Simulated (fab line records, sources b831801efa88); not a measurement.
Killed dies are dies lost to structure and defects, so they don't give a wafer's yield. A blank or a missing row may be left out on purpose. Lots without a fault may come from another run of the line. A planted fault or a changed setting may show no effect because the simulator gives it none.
fab line records | flow sky130
record lots=13 wafers=39 last_day=51
route steps=708 shown CONTACT@410 PAD_OPEN@708
lots that met no fault: from a run of the same line without faults
start_h: hours from the record's first day to the start of the lot's first wafer shown | wait_h: hours since the lot's step before | " the same as in the row above | L1.1+2: a row that stands for several wafers | - no value, or no start given | * or withheld: withheld | < > ~ a bound
route shown NAME@n: a module of which the file shows steps, and the number in the route of the first | usual: mean/standard deviation of fault-free wafers | same: alike in all rows | chamber/n: place in a boat | sites: the reading at each site | _std_site: their standard deviation | _edge_site: outer sites' mean less inner sites' | radius_mm: how far each site lies from the wafer's centre | mask NAME#n: copy n | behind: the tool/chamber that last shaped the wafer | hold: why the lot was held/for how many hours/how that ended | device: the transistor (n, p or np) that didn't switch | end of line: the same wafers' tests at the end of the route | a step without rows: its recipe alone | killed: dies lost to structure and defects at the first sort, not the wafer's yield | map: a wafer's dies, x killed, . not, _ none there
set.NAME: the setting as run; set.NAME@STEP: as run at that earlier step | model.NAME: the simulator's own value behind a step, which no gauge read
steps of the route over a sample of lots; a table a step, a row a wafer
services: from which hour (start_h, from the record's first day; less than 0 if before it) a tool's chamber was out of use, for how many hours, and why
## steps
# step SKY_CONTACT_CMP_04
# recipe material=SiO2 down_force_psi=4 platen_rpm=60 pad_velocity_m_s=0.94248
# usual motor_current_A=11.5/1.2 time_to_endpoint_s=88/4.8
# columns lot.wafer tool chamber start_h wait_h motor_current_A time_to_endpoint_s
L184.2 cmp-02 1 711.70 0.0 12.0 88
L184.1 " 3 " " 12.2 87
L184.3 " 0 " " 11.4 92
L185.3 cmp-02 2 724.34 0.1 13.3 85
L185.6 " 0 " " 11.6 91
L185.5 " 1 " " 11.9 94
L186.4 cmp-02 3 727.97 0.1 12.8 90
L186.2 " 0 " " 11.8 93
L186.5 " 3 " " 12.4 90
L187.2 cmp-01 3 743.21 0.1 9.8 102
L187.1 " 0 " " 12.8 95
L187.5 " 2 " " 10.3 94
L193.4 cmp-01 0 790.49 0.1 12.7 88
L193.1 " 1 " " 10.2 89
L193.6 " 3 " " 10.2 94
L195.2 cmp-02 3 798.00 0.1 12.0 89
L195.4 " 0 " " 12.3 87
L195.5 " 2 " " 13.0 85
L197.4 cmp-02 3 816.43 0.0 12.4 87
L197.6 " 3 " " 12.2 92
L197.5 " 0 " " 12.1 88
L200.4 cmp-01 3 840.11 0.0 9.5 88
L200.3 " 0 " " 12.6 91
L200.2 " 1 " " 10.0 87
L203.1 cmp-02 3 861.15 0.1 12.3 88
L203.5 " 2 " " 13.1 83
L203.6 " 3 " " 12.3 91
L204.1 cmp-01 3 872.26 0.1 9.3 88
L204.2 " 0 " " 12.4 92
L204.6 " 1 " " 10.9 85
L206.3 cmp-02 3 878.67 0.1 12.4 84
L206.4 " 0 " " 12.4 86
L206.1 " 1 " " 11.6 88
L205.4 cmp-02 0 885.27 0.0 11.2 88
L205.1 " 2 " " 13.9 82
L205.2 " 3 " " 11.2 85
L207.1 cmp-01 2 899.27 0.1 10.8 90
L207.5 " 2 " " 10.7 91
L207.6 " 3 " " 9.8 91
# step SKY_CONTACT_SPUTTER_23
# recipe material=TiN target_thk_nm=20 chamber_pressure_pa=5 power_w=4000 time_s=80
# usual cathode_dc_power_W=3999.9/0.72 throttle_valve_pct=30.0/0.71
# columns lot.wafer tool chamber start_h wait_h cathode_dc_power_W throttle_valve_pct
L184.1 pvd_sputter-03 - 740.95 0.0 3998.4 31.3
L184.2 " - " " 4000.2 28.7
L184.3 " - " " 3997.8 30.3
L185.3 pvd_sputter-01 - 752.68 0.0 4000.1 29.9
L185.5 " - " " 3999.3 30.2
L185.6 " - " " 3998.6 29.5
L186.2 pvd_sputter-01 - 756.68 0.0 4000.6 30.6
L186.4 " - " " 4000.8 29.5
L186.5 " - " " 4000.0 29.7
L187.1 pvd_sputter-01 - 772.63 0.0 3998.3 30.5
L187.2 " - " " 3999.7 29.6
L187.5 " - " " 3999.4 29.8
L193.1 pvd_sputter-01 - 819.07 0.0 4000.3 29.8
L193.4 " - " " 4000.6 30.4
L193.6 " - " " 4001.1 29.7
L195.2 pvd_sputter-04 - 826.07 0.0 4000.0 30.6
L195.4 " - " " 3999.8 29.8
L195.5 " - " " 3998.5 30.5
L197.4 pvd_sputter-03 - 845.13 0.0 4000.6 30.1
L197.5 " - " " 4000.4 30.3
L197.6 " - " " 3999.3 29.9
L200.2 pvd_sputter-01 - 867.37 0.0 3999.7 30.0
L200.3 " - " " 4000.1 29.4
L200.4 " - " " 3999.0 29.9
L203.1 pvd_sputter-03 - 888.90 0.0 3999.7 28.4
L203.5 " - " " 3999.6 29.9
L203.6 " - " " 4000.1 31.2
L204.1 pvd_sputter-04 - 898.84 0.0 4000.0 28.3
L204.2 " - " " 4001.0 30.2
L204.6 " - " " 3998.5 30.6
L206.1 pvd_sputter-04 - 906.09 0.0 3999.2 30.5
L206.3 " - " " 3999.4 30.6
L206.4 " - " " 4001.1 30.1
L205.1 pvd_sputter-03 - 912.33 0.0 4000.4 31.6
L205.2 " - " " 3999.9 29.8
L205.4 " - " " 3999.9 28.6
L207.1 pvd_sputter-03 - 925.97 0.0 4000.3 31.5
L207.5 " - " " 4000.7 28.6
L207.6 " - " " 3999.6 31.1
# step SKY_CONTACT_CVD_24
# recipe material=W target_thk_nm=340 time_s=102.12 temp_c=400 pressure_torr=40
# usual heater_power_w=902/75
# columns lot.wafer tool chamber start_h wait_h heater_power_w
L184.1 cvd_w-02 0 741.02 0.0 798
L184.2 " 1 " " 911
L184.3 " 1 " " 922
L185.3 cvd_w-02 1 752.78 0.1 896
L185.5 " 0 " " 815
L185.6 " 1 " " 926
L186.2 cvd_w-01 1 756.75 0.0 1010
L186.4 " 1 " " 991
L186.5 " 0 " " 1000
L187.1 cvd_w-02 1 772.69 0.0 926
L187.2 " 0 " " 805
L187.5 " 0 " " 792
L193.1 cvd_w-01 1 819.13 0.0 984
L193.4 " 1 " " 994
L193.6 " 0 " " 984
L195.2 cvd_w-02 1 826.13 0.0 918
L195.4 " 0 " " 808
L195.5 " 0 " " 809
L197.4 cvd_w-02 0 845.23 0.1 822
L197.5 " 0 " " 805
L197.6 " 1 " " 921
L200.2 cvd_w-02 0 867.43 0.0 806
L200.3 " 0 " " 813
L200.4 " 1 " " 943
L203.1 cvd_w-01 0 888.96 0.0 1012
L203.5 " 1 " " 1000
L203.6 " 0 " " 968
L204.1 cvd_w-02 0 898.90 0.0 822
L204.2 " 1 " " 922
L204.6 " 1 " " 936
L206.1 cvd_w-02 1 906.21 0.1 902
L206.3 " 0 " " 820
L206.4 " 1 " " 924
L205.1 cvd_w-02 0 912.39 0.0 806
L205.2 " 1 " " 910
L205.4 " 1 " " 898
L207.1 cvd_w-01 1 926.03 0.0 947
L207.5 " 1 " " 921
L207.6 " 0 " " 941
# step SKY_CONTACT_CMP_27
# recipe stop_on=SiO2 t_overpolish_s=15 down_force_psi=3.5 platen_rpm=60 target_thk_nm=0 pad_velocity_m_s=0.94248
# usual motor_current_A=10.6/1 overpolish_run_s=15.000/0.0089 time_to_endpoint_s=81/4.2
# columns lot.wafer tool chamber start_h wait_h motor_current_A overpolish_run_s time_to_endpoint_s
L184.3 cmp-01 3 741.31 0.0 9.4 15.000 87
L184.2 " 1 " " 9.9 14.997 84
L184.1 " 2 " " 9.5 15.000 84
L185.3 cmp-01 0 753.13 0.1 10.8 15.016 84
L185.5 " 2 " " 9.7 15.003 80
L185.6 " 3 " " 8.6 15.006 84
L186.2 cmp-02 0 757.14 0.1 10.7 15.003 83
L186.4 " 1 " " 11.5 14.999 85
L186.5 " 3 " " 10.6 15.006 79
L187.1 cmp-02 0 772.98 0.1 11.2 14.983 81
L187.2 " 3 " " 11.0 15.004 77
L187.5 " 0 " " 11.1 14.993 81
L193.1 cmp-01 1 819.42 0.1 9.8 15.005 86
L193.4 " 0 " " 11.0 14.993 88
L193.6 " 2 " " 9.0 0.044 125
L195.4 cmp-01 0 826.42 0.0 11.7 15.007 86
L195.2 " 3 " " 9.0 0.042 126
L195.5 " 1 " " 9.4 0.046 125
L197.4 cmp-02 1 845.58 0.1 10.9 14.996 82
L197.6 " 3 " " 10.9 14.988 79
L197.5 " 0 " " 11.3 14.990 81
L200.2 cmp-02 3 867.72 0.0 11.0 14.998 75
L200.3 " 0 " " 10.8 14.992 78
L200.4 " 1 " " 10.4 15.010 76
L203.1 cmp-02 1 889.25 0.1 10.6 15.000 82
L203.6 " 1 " " 10.3 15.004 78
L203.5 " 2 " " 11.7 15.010 73
L204.1 cmp-02 1 899.24 0.1 11.7 14.984 85
L204.2 " 2 " " 12.3 15.002 77
L204.6 " 0 " " 11.3 15.012 83
L206.1 cmp-02 0 906.50 0.1 10.6 15.016 88
L206.3 " 2 " " 12.2 15.000 78
L206.4 " 3 " " 11.0 14.991 85
L205.2 cmp-02 1 912.73 0.1 10.9 15.003 89
L205.4 " 3 " " 11.0 15.003 83
L205.1 " 0 " " 11.1 14.999 82
L207.1 cmp-02 3 926.73 0.5 10.8 14.986 85
L207.5 " 1 " " 10.6 14.987 87
L207.6 " 2 " " 12.6 14.978 76
# step SKY_PAD_OPEN_PROBE_99
# usual killed_at_M0_to_M3=43/6.6 killed_at_M4_up=3.4/1.8 killed_at_contacts=24/5.7 killed_at_front_end=15/4.2 killed_at_other=0.3/0.58 killed_dies=86/8 killed_on_rim=16/3.9 killed_open=46/7.2 killed_short=39/5.8
# same gross_dies=492 killed_at_back_side=0
# columns lot.wafer tool chamber start_h wait_h killed_at_M0_to_M3 killed_at_M4_up killed_at_contacts killed_at_front_end killed_at_other killed_dies killed_on_rim killed_open killed_short
L193.1 prober-02 - 1142.05 0.1 39 3 27 19 2 90 11 55 33
L193.4 prober-02 - 1142.20 0.2 37 0 31 10 0 78 17 42 36
L193.6 prober-02 - 1142.30 0.2 35 3 431 22 1 492 96 53 35
L195.2 prober-01 - 1147.28 0.1 36 2 429 24 1 492 96 51 35
L195.4 prober-01 - 1147.38 0.2 54 4 24 17 0 99 23 56 43
L195.5 prober-01 - 1147.43 0.2 45 1 427 18 1 492 96 58 27
L200.2 prober-02 - 1174.63 0.1 50 3 14 13 0 80 20 42 38
L200.3 prober-02 - 1174.68 0.2 43 8 28 14 0 93 16 47 46
L200.4 prober-02 - 1174.73 0.2 37 7 21 19 0 84 15 41 43
# killed by level:class
L193.1 VIA2:geometric_particle:open=11 LI_CONTACT:geometric_particle:open=9 VIA1:geometric_particle:open=8 VIA3:geometric_particle:open=8 CONTACT:geometric_particle:open=7 FIELD_ISO:geometric_particle:short=4 LOCAL_INTERCONNECT:geometric_particle:short=4 CONTACT:geometric_particle:short=4
L193.4 VIA1:geometric_particle:open=10 LI_CONTACT:geometric_particle:open=10 CONTACT:geometric_particle:short=8 CONTACT:geometric_particle:open=7 VIA1:geometric_particle:short=6 METAL3:geometric_particle:short=5 VIA3:geometric_particle:open=4 FIELD_ISO:geometric_particle:open=3
L193.6 CONTACT:area_cmp=404 CONTACT:geometric_particle:open=14 VIA1:geometric_particle:open=9 FIELD_ISO:geometric_particle:short=7 LI_CONTACT:geometric_particle:open=7 VIA3:geometric_particle:open=5 POLY_GATE:geometric_particle:open=4 CONTACT:geometric_particle:short=4
L195.2 CONTACT:area_cmp=406 VIA1:geometric_particle:open=10 CONTACT:geometric_particle:open=9 FIELD_ISO:geometric_particle:open=8 LI_CONTACT:geometric_particle:open=6 METAL1:geometric_particle:short=6 POLY_GATE:geometric_particle:short=5 VIA2:geometric_particle:open=5
L195.4 LI_CONTACT:geometric_particle:open=10 METAL1:geometric_particle:short=10 VIA2:geometric_particle:open=9 VIA1:geometric_particle:short=9 VIA1:geometric_particle:open=9 VIA3:geometric_particle:open=8 CONTACT:geometric_particle:open=7 POLY_GATE:geometric_particle:short=5
L195.5 CONTACT:area_cmp=407 VIA1:geometric_particle:open=17 VIA3:geometric_particle:open=8 CONTACT:geometric_particle:open=7 FIELD_ISO:geometric_particle:open=6 POLY_GATE:geometric_particle:open=5 LOCAL_INTERCONNECT:geometric_particle:short=5 VIA2:geometric_particle:short=5
L200.2 VIA1:geometric_particle:open=13 VIA2:geometric_particle:open=11 FIELD_ISO:geometric_particle:short=8 CONTACT:geometric_particle:open=8 VIA3:geometric_particle:short=6 METAL1:geometric_particle:short=4 VIA1:geometric_particle:short=4 METAL4:geometric_particle:short=3
L200.3 CONTACT:geometric_particle:open=12 VIA1:geometric_particle:open=12 METAL2:geometric_particle:short=8 LI_CONTACT:geometric_particle:open=5 LOCAL_INTERCONNECT:geometric_particle:short=5 METAL4:geometric_particle:short=5 VIA3:geometric_particle:open=5 POLY_GATE:geometric_particle:short=4
L200.4 METAL1:geometric_particle:short=10 CONTACT:geometric_particle:open=8 FIELD_ISO:geometric_particle:short=6 FIELD_ISO:geometric_particle:open=5 LI_CONTACT:geometric_particle:open=5 VIA1:geometric_particle:open=5 VIA2:geometric_particle:open=5 METAL4:geometric_particle:short=5
## services
# columns tool chamber start_h hours kind
cmp-01 - 697.91 1.0 repair
cmp-01 - 718.55 5.0 pm
cvd_w-01 - 725.82 0.8 repair
cvd_w-01 - 736.79 0.7 repair
cmp-02 - 744.14 4.0 pm
cmp-02 - 748.14 - consumable_replace:conditioner
cmp-02 - 748.14 - consumable_replace:pad
pvd_sputter-03 - 753.50 4.7 repair
pvd_sputter-03 3 773.42 - consumable_replace:kit
pvd_sputter-03 3 773.42 18.0 scheduled_down
pvd_sputter-03 3 773.42 18.0 vent_cycle
pvd_sputter-01 3 790.37 - consumable_replace:kit
pvd_sputter-01 3 790.37 18.0 scheduled_down
pvd_sputter-01 3 790.37 18.0 vent_cycle
cmp-01 - 813.30 3.9 pm
cmp-01 - 817.84 1.2 repair
cvd_w-01 - 827.64 0.4 repair
cmp-02 - 829.48 1.1 repair
cmp-01 - 888.20 1.5 repair
cvd_w-01 - 904.00 14.0 pm
cmp-01 - 912.00 4.0 pm
cmp-01 - 916.00 - consumable_replace:conditioner
cmp-01 - 916.00 - consumable_replace:pad
cmp-01 - 925.65 1.7 repair
## key
first_sign step=SKY_CONTACT_CMP_27 reading=overpolish_run_s direction=down sigmas=99+ usual=15.000 struck=0.044
effect step=SKY_CONTACT_CMP_27 reading=time_to_endpoint_s direction=up sigmas=11 usual=* struck=*
effect step=SKY_PAD_OPEN_PROBE_99 reading=killed_at_contacts direction=up sigmas=71 usual=24 struck=429
more_kills_born_at SKY_CONTACT_CMP_27@cmp-01=1217
met_at SKY_CONTACT_CMP_27
struck_lots L193,L195
struck_wafers L193.6,L195.2,L195.5
later_rows_left_out L193.6,L195.2,L195.5
tester_left_out L193,L195
not_acting_at SKY_CONTACT_CMP_04,SKY_CONTACT_SPUTTER_23,SKY_CONTACT_CVD_24
onset_between 753.13 819.42
fault kind=process_parameter_drift tool=cmp-01 chamber=- onset_h=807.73 steps=SKY_CONTACT_CMP_27 channel=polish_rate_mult offset=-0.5 shape=step end_h=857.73 scope=struck_wafers_only
# tester_left_out: of these lots the tester's yield and bins aren't shown, on N5 and GAA mostly nor the transistor test; their killed dies are dies lost to structure and defects alone, not to doping, threshold or leakage, so they don't give the yield
# later_rows_left_out: the simulator's readings of these wafers behind a module that went badly wrong aren't trusted and aren't shown, but for the sort
